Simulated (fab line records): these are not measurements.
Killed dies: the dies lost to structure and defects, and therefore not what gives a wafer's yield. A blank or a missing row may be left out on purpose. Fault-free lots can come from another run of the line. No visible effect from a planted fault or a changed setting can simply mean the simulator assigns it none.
fab line records	flow sky130
record lots=24	wafers=72	last-day=50
route steps=708 shown METAL2@484 VIA3@593 CAP2M@604 PASSIVATION@682
lots that met no fault: from a run of the same line without faults
start-h: hours from the record's opening day to when the first of the lot's shown wafers began	wait-h: hours elapsed since this lot's preceding step	" identical to the entry in the row above	L1.1+2: several wafers, shown together as one row	- no value present, or no start provided	* or withheld: withheld	< > ~ a bound
route shown NAME@n: NAME is a module with steps in the file, n the number in the route of the first one	usual: mean and standard deviation over wafers with no fault	same: alike in all rows	chamber/n: place in a boat	sites: per-site readings	_std_site: their standard deviation	_edge_site: inner sites' mean taken away from outer sites' mean	radius-mm: how far each site lies from the wafer's centre	mask NAME#n: copy n	behind: the most recent tool/chamber to have shaped the wafer	hold: what put the lot on hold/how long, in hours/how the hold closed	device: which transistor (n, p or np) failed to switch	end of line: tests run on the same wafers once the route is complete	a step with no rows: only its recipe	killed: not the wafer's yield, but the dies lost to structure and defects at the first sort	map: a wafer's dies, marking killed ones x, the rest . and places with no die _
set.NAME: setting as actually run; set.NAME@STEP: the setting as run at that earlier step	model.NAME: the simulator's own value behind a step, which no gauge read
the route's steps for a sample of lots (tables are steps, rows are wafers)
services: from which hour (start-h, from the record's first day; less than 0 if before it) a tool's chamber was out of use, for how many hours, and why
## steps
# step SKY_METAL2_SPUTTER_01
# recipe material=TiN	target-thk-nm=20	power-w=6500	time-s=16.7	chamber-pressure-pa=0.4
# usual throttle-valve-pct=30.3/0.9
# same time-s=16.7
lot.wafer	tool	chamber	start-h	wait-h	throttle-valve-pct
L074.2	pvd-sputter-02	-	787.18	0.0	30.6
L074.4	"	-	"	"	31.2
L074.5	"	-	"	"	30.8
L075.1	pvd-sputter-02	-	797.55	0.0	31.4
L075.2	"	-	"	"	30.9
L075.3	"	-	"	"	30.6
L076.1	pvd-sputter-04	-	807.95	0.0	30.4
L076.5	"	-	"	"	28.3
L076.6	"	-	"	"	31.4
L077.1	pvd-sputter-01	-	809.68	0.0	31.0
L077.2	"	-	"	"	31.0
L077.5	"	-	"	"	30.1
L078.3	pvd-sputter-01	-	826.12	0.0	29.7
L078.5	"	-	"	"	30.0
L078.6	"	-	"	"	29.2
L079.1	pvd-sputter-02	-	841.02	0.0	31.2
L079.3	"	-	"	"	29.8
L079.4	"	-	"	"	30.8
L081.2	pvd-sputter-01	-	850.39	0.0	31.1
L081.4	"	-	"	"	29.2
L081.5	"	-	"	"	30.4
L080.2	pvd-sputter-01	-	852.66	0.0	30.9
L080.3	"	-	"	"	30.8
L080.4	"	-	"	"	30.0
L082.1	pvd-sputter-04	-	856.08	0.0	30.4
L082.2	"	-	"	"	31.7
L082.4	"	-	"	"	28.3
L083.2	pvd-sputter-04	-	865.17	0.0	31.5
L083.4	"	-	"	"	30.4
L083.6	"	-	"	"	28.3
L085.2	pvd-sputter-02	-	896.90	0.0	30.9
L085.3	"	-	"	"	29.4
L085.6	"	-	"	"	31.4
L086.1	pvd-sputter-02	-	900.54	0.0	31.5
L086.3	"	-	"	"	29.7
L086.5	"	-	"	"	29.5
L084.4	pvd-sputter-01	-	900.89	0.0	29.5
L084.5	"	-	"	"	30.1
L084.6	"	-	"	"	31.1
L087.1	pvd-sputter-04	-	901.24	0.0	30.5
L087.2	"	-	"	"	28.1
L087.4	"	-	"	"	30.7
L088.2	pvd-sputter-02	-	902.06	0.0	31.0
L088.3	"	-	"	"	30.9
L088.5	"	-	"	"	31.0
L089.1	pvd-sputter-02	-	905.77	0.0	31.3
L089.3	"	-	"	"	29.7
L089.6	"	-	"	"	29.4
L090.1	pvd-sputter-01	-	910.26	0.0	31.0
L090.2	"	-	"	"	31.1
L090.5	"	-	"	"	31.0
L091.2	pvd-sputter-04	-	923.86	0.0	30.5
L091.4	"	-	"	"	30.9
L091.5	"	-	"	"	28.4
L092.3	pvd-sputter-01	-	943.44	0.0	30.1
L092.4	"	-	"	"	31.2
L092.5	"	-	"	"	31.1
L093.1	pvd-sputter-01	-	947.30	0.0	31.1
L093.4	"	-	"	"	29.4
L093.5	"	-	"	"	30.7
L094.3	pvd-sputter-01	-	949.66	0.0	29.1
L094.4	"	-	"	"	31.0
L094.6	"	-	"	"	30.9
L095.1	pvd-sputter-04	-	953.85	0.0	30.3
L095.2	"	-	"	"	30.8
L095.3	"	-	"	"	31.5
L096.2	pvd-sputter-01	-	960.79	0.0	29.1
L096.3	"	-	"	"	30.9
L096.4	"	-	"	"	29.9
L097.2	pvd-sputter-02	-	961.94	0.0	31.3
L097.5	"	-	"	"	31.1
L097.6	"	-	"	"	29.5
# step SKY_VIA3_SPUTTER_20
# recipe material=TiN	target-thk-nm=20	chamber-pressure-pa=5	power-w=4000	time-s=80
# usual throttle-valve-pct=30.4/1
# same time-s=80
lot.wafer	tool	chamber	start-h	wait-h	throttle-valve-pct
L074.2	pvd-sputter-02	-	923.45	0.0	31.1
L074.4	"	-	"	"	31.3
L074.5	"	-	"	"	30.9
L075.1	pvd-sputter-04	-	935.09	0.0	31.4
L075.2	"	-	"	"	30.9
L075.3	"	-	"	"	28.2
L076.1	pvd-sputter-01	-	940.61	0.0	30.9
L076.5	"	-	"	"	30.9
L076.6	"	-	"	"	29.3
L077.1	pvd-sputter-04	-	943.56	0.0	31.2
L077.2	"	-	"	"	30.2
L077.5	"	-	"	"	31.3
L078.3	pvd-sputter-02	-	959.83	0.0	30.5
L078.5	"	-	"	"	31.1
L078.6	"	-	"	"	31.1
L079.1	pvd-sputter-02	-	972.42	0.0	30.8
L079.3	"	-	"	"	29.4
L079.4	"	-	"	"	31.0
L081.2	pvd-sputter-02	-	980.79	0.0	29.4
L081.4	"	-	"	"	31.2
L081.5	"	-	"	"	30.6
L080.2	pvd-sputter-04	-	983.40	0.0	28.4
L080.3	"	-	"	"	30.3
L080.4	"	-	"	"	31.3
L082.1	pvd-sputter-04	-	987.04	0.0	30.7
L082.2	"	-	"	"	28.4
L082.4	"	-	"	"	31.3
L083.2	pvd-sputter-02	-	995.80	0.0	30.8
L083.4	"	-	"	"	30.6
L083.6	"	-	"	"	31.1
L085.2	pvd-sputter-04	-	1023.31	0.0	30.4
L085.3	"	-	"	"	31.1
L085.6	"	-	"	"	30.4
L086.1	pvd-sputter-01	-	1026.47	0.0	29.8
L086.3	"	-	"	"	30.9
L086.5	"	-	"	"	31.0
L084.4	pvd-sputter-04	-	1027.74	0.0	28.3
L084.5	"	-	"	"	31.2
L084.6	"	-	"	"	30.3
L087.1	pvd-sputter-02	-	1029.07	0.0	30.5
L087.2	"	-	"	"	29.7
L087.4	"	-	"	"	30.9
L088.2	pvd-sputter-04	-	1029.52	0.0	31.2
L088.3	"	-	"	"	30.5
L088.5	"	-	"	"	31.5
L089.1	pvd-sputter-01	-	1031.49	0.0	30.2
L089.3	"	-	"	"	31.2
L089.6	"	-	"	"	29.1
L090.1	pvd-sputter-04	-	1035.96	0.0	31.5
L090.2	"	-	"	"	28.3
L090.5	"	-	"	"	30.9
L091.2	pvd-sputter-04	-	1046.50	0.0	30.4
L091.4	"	-	"	"	31.6
L091.5	"	-	"	"	31.2
L092.3	pvd-sputter-02	-	1065.04	0.0	29.9
L092.4	"	-	"	"	29.6
L092.5	"	-	"	"	30.5
L093.1	pvd-sputter-01	-	1067.60	0.0	31.3
L093.4	"	-	"	"	30.0
L093.5	"	-	"	"	31.1
L094.3	pvd-sputter-04	-	1070.35	0.0	31.0
L094.4	"	-	"	"	31.7
L094.6	"	-	"	"	28.2
L095.1	pvd-sputter-01	-	1074.45	0.0	28.9
L095.2	"	-	"	"	31.0
L095.3	"	-	"	"	30.0
L096.2	pvd-sputter-04	-	1080.85	0.0	30.9
L096.3	"	-	"	"	28.2
L096.4	"	-	"	"	31.4
L097.2	pvd-sputter-04	-	1081.27	0.0	30.4
L097.5	"	-	"	"	31.4
L097.6	"	-	"	"	28.4
# step SKY_CAP2M_THK_MEAS_01
# recipe reads=SiO2_of_CAP2M_CVD_00
# usual CAP2M_CVD_00_THK=15.48/0.19
lot.wafer	tool	chamber	start-h	wait-h	CAP2M_CVD_00_THK[nm]
L074.2	film-metro-01	-	924.33	-	15.32
L074.4	"	-	"	"	15.60
L074.5	"	-	"	"	15.24
L075.1	film-metro-01	-	935.93	-	15.21
L075.2	"	-	"	"	15.30
L075.3	"	-	"	"	15.11
L076.1	film-metro-03	-	941.45	-	15.45
L076.5	"	-	"	"	15.81
L076.6	"	-	"	"	15.91
L077.1	film-metro-01	-	944.40	-	15.19
L077.2	"	-	"	"	15.43
L077.5	"	-	"	"	15.41
L078.3	film-metro-01	-	960.69	-	15.48
L078.5	"	-	"	"	15.90
L078.6	"	-	"	"	15.88
L079.1	film-metro-02	-	973.27	-	15.26
L079.3	"	-	"	"	15.58
L079.4	"	-	"	"	15.52
L081.2	film-metro-02	-	981.64	-	15.34
L081.4	"	-	"	"	15.62
L081.5	"	-	"	"	15.26
L080.2	film-metro-02	-	984.28	-	15.43
L080.3	"	-	"	"	15.28
L080.4	"	-	"	"	15.57
L082.1	film-metro-02	-	987.88	-	15.40
L082.2	"	-	"	"	15.53
L082.4	"	-	"	"	15.83
L083.2	film-metro-03	-	996.65	-	15.48
L083.4	"	-	"	"	15.52
L083.6	"	-	"	"	15.79
L085.2	film-metro-02	-	1024.16	-	15.41
L085.3	"	-	"	"	15.51
L085.6	"	-	"	"	15.61
L086.1	film-metro-01	-	1027.32	-	15.45
L086.3	"	-	"	"	15.52
L086.5	"	-	"	"	15.40
L084.4	film-metro-01	-	1028.61	-	15.68
L084.5	"	-	"	"	15.58
L084.6	"	-	"	"	15.58
L087.1	film-metro-02	-	1029.91	-	15.49
L087.2	"	-	"	"	15.52
L087.4	"	-	"	"	15.75
L088.2	film-metro-02	-	1030.37	-	14.95
L088.3	"	-	"	"	15.25
L088.5	"	-	"	"	15.40
L089.1	film-metro-02	-	1032.33	-	15.50
L089.3	"	-	"	"	15.26
L089.6	"	-	"	"	15.52
L090.1	film-metro-02	-	1036.80	-	15.39
L090.2	"	-	"	"	15.25
L090.5	"	-	"	"	15.47
L091.2	film-metro-03	-	1047.35	-	15.43
L091.4	"	-	"	"	15.60
L091.5	"	-	"	"	15.68
L092.3	film-metro-02	-	1065.90	-	15.38
L092.4	"	-	"	"	15.51
L092.5	"	-	"	"	15.61
L093.1	film-metro-03	-	1068.44	-	15.38
L093.4	"	-	"	"	15.70
L093.5	"	-	"	"	15.79
L094.3	film-metro-01	-	1071.21	-	15.58
L094.4	"	-	"	"	15.54
L094.6	"	-	"	"	15.66
L095.1	film-metro-01	-	1075.29	-	15.20
L095.2	"	-	"	"	15.25
L095.3	"	-	"	"	15.14
L096.2	film-metro-01	-	1081.70	-	15.53
L096.3	"	-	"	"	15.56
L096.4	"	-	"	"	15.70
L097.2	film-metro-01	-	1082.12	-	15.45
L097.5	"	-	"	"	15.70
L097.6	"	-	"	"	15.60
# step SKY_CAP2M_THK_MEAS_04
# recipe thk-meas-gauge=xrf	reads=TiN_of_CAP2M_SPUTTER_02
# usual CAP2M_TIN_THK=196.5/2
lot.wafer	tool	chamber	start-h	wait-h	CAP2M_TIN_THK[nm]
L074.2	film-metro-02	-	924.62	0.1	196.0
L074.4	"	-	"	"	197.7
L074.5	"	-	"	"	196.0
L075.1	film-metro-03	-	936.22	0.1	195.4
L075.2	"	-	"	"	194.6
L075.3	"	-	"	"	194.4
L076.1	film-metro-01	-	941.73	0.1	196.3
L076.5	"	-	"	"	197.0
L076.6	"	-	"	"	197.4
L077.1	film-metro-02	-	944.69	0.1	197.3
L077.2	"	-	"	"	194.3
L077.5	"	-	"	"	196.8
L078.3	film-metro-01	-	960.98	0.1	197.2
L078.5	"	-	"	"	198.7
L078.6	"	-	"	"	197.0
L079.1	film-metro-01	-	973.56	0.1	194.0
L079.3	"	-	"	"	194.4
L079.4	"	-	"	"	194.3
L081.2	film-metro-02	-	981.93	0.1	197.6
L081.4	"	-	"	"	199.6
L081.5	"	-	"	"	197.4
L080.2	film-metro-02	-	984.57	0.1	197.0
L080.3	"	-	"	"	196.1
L080.4	"	-	"	"	195.5
L082.1	film-metro-01	-	988.17	0.1	199.2
L082.2	"	-	"	"	199.9
L082.4	"	-	"	"	198.2
L083.2	film-metro-02	-	996.94	0.1	197.4
L083.4	"	-	"	"	196.8
L083.6	"	-	"	"	198.6
L085.2	film-metro-01	-	1024.45	0.1	194.8
L085.3	"	-	"	"	194.3
L085.6	"	-	"	"	193.0
L086.1	film-metro-02	-	1027.61	0.1	195.0
L086.3	"	-	"	"	196.5
L086.5	"	-	"	"	194.8
L084.4	film-metro-02	-	1028.90	0.1	193.4
L084.5	"	-	"	"	193.7
L084.6	"	-	"	"	196.2
L087.1	film-metro-03	-	1030.20	0.1	194.1
L087.2	"	-	"	"	192.6
L087.4	"	-	"	"	192.9
L088.2	film-metro-03	-	1030.66	0.1	198.2
L088.3	"	-	"	"	196.5
L088.5	"	-	"	"	198.4
L089.1	film-metro-02	-	1032.62	0.1	197.6
L089.3	"	-	"	"	197.2
L089.6	"	-	"	"	197.0
L090.1	film-metro-03	-	1037.09	0.1	195.3
L090.2	"	-	"	"	195.9
L090.5	"	-	"	"	195.2
L091.2	film-metro-02	-	1047.64	0.1	197.9
L091.4	"	-	"	"	198.3
L091.5	"	-	"	"	197.4
L092.3	film-metro-02	-	1066.19	0.1	196.8
L092.4	"	-	"	"	198.2
L092.5	"	-	"	"	195.4
L093.1	film-metro-02	-	1068.73	0.1	198.5
L093.4	"	-	"	"	196.0
L093.5	"	-	"	"	199.4
L094.3	film-metro-02	-	1071.50	0.1	197.9
L094.4	"	-	"	"	198.3
L094.6	"	-	"	"	196.3
L095.1	film-metro-03	-	1075.58	0.1	195.9
L095.2	"	-	"	"	197.1
L095.3	"	-	"	"	197.5
L096.2	film-metro-02	-	1081.99	0.1	199.4
L096.3	"	-	"	"	198.4
L096.4	"	-	"	"	198.9
L097.2	film-metro-01	-	1082.41	0.1	194.0
L097.5	"	-	"	"	192.7
L097.6	"	-	"	"	195.4
# step SKY_PASSIVATION_THK_MEAS_01
# recipe reads=SiO2_of_PASSIVATION_CVD_00
# usual PASSIVATION_CVD_00_THK=89.9/1
lot.wafer	tool	chamber	start-h	wait-h	PASSIVATION_CVD_00_THK[nm]
L074.2	film-metro-03	-	1022.66	-	89.5
L074.4	"	-	"	"	91.2
L074.5	"	-	"	"	90.8
L075.1	film-metro-01	-	1034.73	-	88.3
L075.2	"	-	"	"	89.5
L075.3	"	-	"	"	88.2
L076.1	film-metro-01	-	1039.72	-	89.8
L076.5	"	-	"	"	90.0
L076.6	"	-	"	"	90.4
L077.1	film-metro-03	-	1042.97	-	88.7
L077.2	"	-	"	"	88.7
L077.5	"	-	"	"	90.5
L078.3	film-metro-03	-	1055.66	-	91.0
L078.5	"	-	"	"	90.2
L078.6	"	-	"	"	90.2
L079.1	film-metro-03	-	1076.25	-	89.0
L079.3	"	-	"	"	88.8
L079.4	"	-	"	"	89.7
L081.2	film-metro-03	-	1077.19	-	89.9
L081.4	"	-	"	"	91.9
L081.5	"	-	"	"	91.4
L080.2	film-metro-01	-	1077.42	-	89.3
L080.3	"	-	"	"	88.6
L080.4	"	-	"	"	90.3
L082.1	film-metro-04	-	1080.79	-	88.8
L082.2	"	-	"	"	89.2
L082.4	"	-	"	"	91.5
L083.2	film-metro-03	-	1100.59	-	90.1
L083.4	"	-	"	"	91.4
L083.6	"	-	"	"	91.7
L085.2	film-metro-04	-	1112.54	-	88.7
L085.3	"	-	"	"	90.0
L085.6	"	-	"	"	89.6
L086.1	film-metro-04	-	1115.23	-	89.3
L086.3	"	-	"	"	89.7
L086.5	"	-	"	"	91.8
L084.4	film-metro-03	-	1117.38	-	91.5
L084.5	"	-	"	"	91.3
L084.6	"	-	"	"	90.0
L087.1	film-metro-03	-	1117.98	-	87.0
L087.2	"	-	"	"	88.5
L087.4	"	-	"	"	88.8
L088.2	film-metro-04	-	1118.68	-	89.8
L088.3	"	-	"	"	89.8
L088.5	"	-	"	"	90.5
L089.1	film-metro-03	-	1120.95	-	89.8
L089.3	"	-	"	"	89.5
L089.6	"	-	"	"	90.1
L090.1	film-metro-03	-	1125.04	-	87.9
L090.2	"	-	"	"	87.9
L090.5	"	-	"	"	88.8
L091.2	film-metro-04	-	1139.25	-	87.0
L091.4	"	-	"	"	90.0
L091.5	"	-	"	"	89.2
L092.3	film-metro-04	-	1148.96	-	88.3
L092.4	"	-	"	"	89.9
L092.5	"	-	"	"	90.4
L093.1	film-metro-03	-	1151.94	-	89.4
L093.4	"	-	"	"	90.2
L093.5	"	-	"	"	91.7
L094.3	film-metro-01	-	1153.50	-	89.4
L094.4	"	-	"	"	90.2
L094.6	"	-	"	"	90.9
L095.1	film-metro-04	-	1158.59	-	90.7
L095.2	"	-	"	"	89.7
L095.3	"	-	"	"	89.0
L096.2	film-metro-03	-	1164.78	-	88.4
L096.3	"	-	"	"	88.5
L096.4	"	-	"	"	90.7
L097.2	film-metro-01	-	1164.84	-	90.3
L097.5	"	-	"	"	90.6
L097.6	"	-	"	"	91.8
# step SKY_PASSIVATION_STRIP_12
# recipe chemistry=O2/N2	power-w=1400	pressure-mtorr=1500	platen-temp-c=withheld	overash-fraction=0.7	o2-flow-sccm=3000	n2-flow-sccm=300
# usual chamber-pressure-mTorr=1500.1/1.3	drypump-motor-current-A=5.8/0.68	oes-product-au=0.660/0.0047	strip-time-to-endpoint-s=31.53/0.13
lot.wafer	tool	chamber	start-h	wait-h	chamber-pressure-mTorr	drypump-motor-current-A	oes-product-au	rf-hours-counter-h	strip-time-to-endpoint-s
L074.2	plasma-asher-04	1	1045.31	0.1	1500.0	5.8	0.663	65	31.81
L074.4	"	1	"	"	1501.9	5.8	0.662	-	31.69
L074.5	"	0	"	"	1500.4	6.8	0.660	-	31.79
L075.1	plasma-asher-01	0	1056.72	0.1	1501.5	5.8	0.662	88	31.29
L075.2	"	1	"	"	1501.0	4.8	0.653	88	31.37
L075.3	"	0	"	"	1500.2	5.8	0.664	-	31.24
L076.1	plasma-asher-04	1	1062.32	0.1	1501.2	5.8	0.665	67	31.48
L076.5	"	0	"	"	1502.1	6.8	0.661	-	31.54
L076.6	"	1	"	"	1500.9	5.8	0.664	-	31.36
L077.1	plasma-asher-01	0	1064.91	0.1	1501.6	5.7	0.662	89	31.40
L077.2	"	1	"	"	1499.7	4.8	0.665	89	31.52
L077.5	"	1	"	"	1500.5	4.8	0.664	-	31.37
L078.3	plasma-asher-04	0	1077.94	0.1	1496.7	6.8	0.664	-	31.35
L078.5	"	0	"	"	1501.1	6.8	0.654	-	31.24
L078.6	"	1	"	"	1500.7	5.8	0.658	-	31.41
L079.1	plasma-asher-01	0	1096.97	0.1	1498.7	5.7	0.664	92	31.43
L079.3	"	1	"	"	1498.2	4.8	0.664	-	31.43
L079.4	"	0	"	"	1499.0	5.7	0.655	-	31.51
L081.2	plasma-asher-02	0	1097.31	0.1	1497.6	6.3	0.656	3	31.77
L081.4	"	1	"	"	1499.0	6.0	0.656	-	31.73
L081.5	"	1	"	"	1500.5	6.0	0.670	-	31.66
L080.2	plasma-asher-04	1	1098.36	0.1	1502.3	5.8	0.660	70	31.46
L080.3	"	0	"	"	1498.1	6.8	0.658	-	31.63
L080.4	"	1	"	"	1500.7	5.8	0.654	-	31.34
L082.1	plasma-asher-04	1	1101.46	0.1	1499.5	5.8	0.657	71	31.52
L082.2	"	0	"	"	1500.7	6.8	0.665	71	31.52
L082.4	"	1	"	"	1499.5	5.8	0.665	-	31.57
L083.2	plasma-asher-01	0	1120.31	0.1	1502.1	5.8	0.665	95	31.50
L083.4	"	0	"	"	1498.7	5.8	0.664	-	31.50
L083.6	"	0	"	"	1500.3	5.8	0.663	-	31.40
L085.2	plasma-asher-04	0	1131.81	0.1	1500.0	6.9	0.648	73	31.61
L085.3	"	0	"	"	1499.5	6.8	0.665	-	31.61
L085.6	"	0	"	"	1501.7	6.8	0.659	-	31.76
L086.1	plasma-asher-01	1	1134.66	0.1	1500.2	4.8	0.655	96	31.63
L086.3	"	1	"	"	1500.4	4.8	0.654	-	31.42
L086.5	"	1	"	"	1501.7	4.8	0.660	-	31.59
L084.4	plasma-asher-02	0	1137.04	0.1	1499.0	6.3	0.660	-	31.38
L084.5	"	1	"	"	1499.3	6.0	0.655	-	31.44
L084.6	"	0	"	"	1501.2	6.4	0.671	-	31.42
L087.1	plasma-asher-04	0	1137.37	0.1	1501.6	6.8	0.663	73	31.46
L087.2	"	1	"	"	1499.4	5.8	0.670	73	31.40
L087.4	"	1	"	"	1501.2	5.8	0.657	-	31.52
L088.2	plasma-asher-01	0	1138.16	0.1	1498.8	5.8	0.667	96	31.61
L088.3	"	1	"	"	1499.7	4.8	0.658	-	31.63
L088.5	"	0	"	"	1500.4	5.8	0.662	-	31.54
L089.1	plasma-asher-01	0	1140.91	0.1	1500.6	5.7	0.656	97	31.41
L089.3	"	0	"	"	1501.1	5.7	0.657	-	31.35
L089.6	"	0	"	"	1499.4	5.7	0.659	-	31.53
L090.1	plasma-asher-04	1	1144.81	0.1	1500.5	5.8	0.658	74	31.58
L090.2	"	0	"	"	1498.6	6.8	0.660	74	31.66
L090.5	"	0	"	"	1501.0	6.8	0.659	-	31.50
L091.2	plasma-asher-02	0	1157.97	0.1	1498.6	6.3	0.659	9	31.45
L091.4	"	0	"	"	1500.0	6.3	0.660	-	31.66
L091.5	"	0	"	"	1501.6	6.3	0.660	-	31.57
L092.3	plasma-asher-04	1	1167.09	0.1	1497.6	5.8	0.654	-	31.71
L092.4	"	0	"	"	1499.6	6.8	0.669	-	31.82
L092.5	"	0	"	"	1500.4	6.8	0.656	-	31.72
L093.1	plasma-asher-01	0	1169.51	0.1	1499.0	5.8	0.661	100	31.42
L093.4	"	0	"	"	1501.2	5.7	0.665	-	31.58
L093.5	"	1	"	"	1499.6	4.8	0.662	-	31.52
L094.3	plasma-asher-02	0	1169.89	0.1	1498.8	6.3	0.660	-	31.63
L094.4	"	1	"	"	1502.4	6.0	0.660	-	31.58
L094.6	"	0	"	"	1498.5	6.3	0.657	-	31.70
L095.1	plasma-asher-01	0	1176.31	0.1	1500.9	5.7	0.657	100	31.49
L095.2	"	1	"	"	1498.9	4.8	0.667	100	31.45
L095.3	"	0	"	"	1500.1	5.8	0.656	-	31.50
L096.2	plasma-asher-01	0	1182.02	0.1	1499.5	5.7	0.653	101	31.65
L096.3	"	0	"	"	1500.1	5.7	0.657	-	31.65
L096.4	"	1	"	"	1499.6	4.8	0.660	-	31.70
L097.2	plasma-asher-01	0	1182.37	0.1	1499.0	5.8	0.664	101	31.50
L097.5	"	1	"	"	1500.5	4.8	0.666	-	31.62
L097.6	"	0	"	"	1498.1	5.8	0.663	-	31.55
## services
tool	chamber	start-h	hours	kind
pvd-sputter-01	1	813.32	-	consumable-replace:kit
pvd-sputter-01	1	813.32	18.0	scheduled-down
pvd-sputter-04	-	839.25	4.5	repair
pvd-sputter-02	-	848.07	10.6	repair
plasma-asher-02	-	865.10	2.8	pm
pvd-sputter-01	-	883.18	0.5	repair
pvd-sputter-02	-	919.41	1.2	repair
pvd-sputter-01	-	943.94	2.7	repair
pvd-sputter-04	0	953.97	-	consumable-replace:kit
pvd-sputter-04	0	953.97	18.0	scheduled-down
pvd-sputter-04	0	953.97	18.0	vent-cycle
plasma-asher-04	-	963.94	2.8	pm
pvd-sputter-01	-	978.24	5.9	repair
plasma-asher-01	-	997.53	1.6	repair
pvd-sputter-01	-	1053.19	4.2	repair
plasma-asher-02	-	1055.25	9.0	pm
plasma-asher-02	-	1090.13	2.8	repair
pvd-sputter-04	3	1099.31	-	consumable-replace:kit
pvd-sputter-04	3	1099.31	18.0	scheduled-down
pvd-sputter-04	3	1099.31	18.0	vent-cycle
plasma-asher-04	-	1113.64	4.6	repair
pvd-sputter-01	-	1138.86	4.1	repair
pvd-sputter-04	-	1154.26	4.3	repair
plasma-asher-02	-	1154.65	1.8	repair
## key
fault none
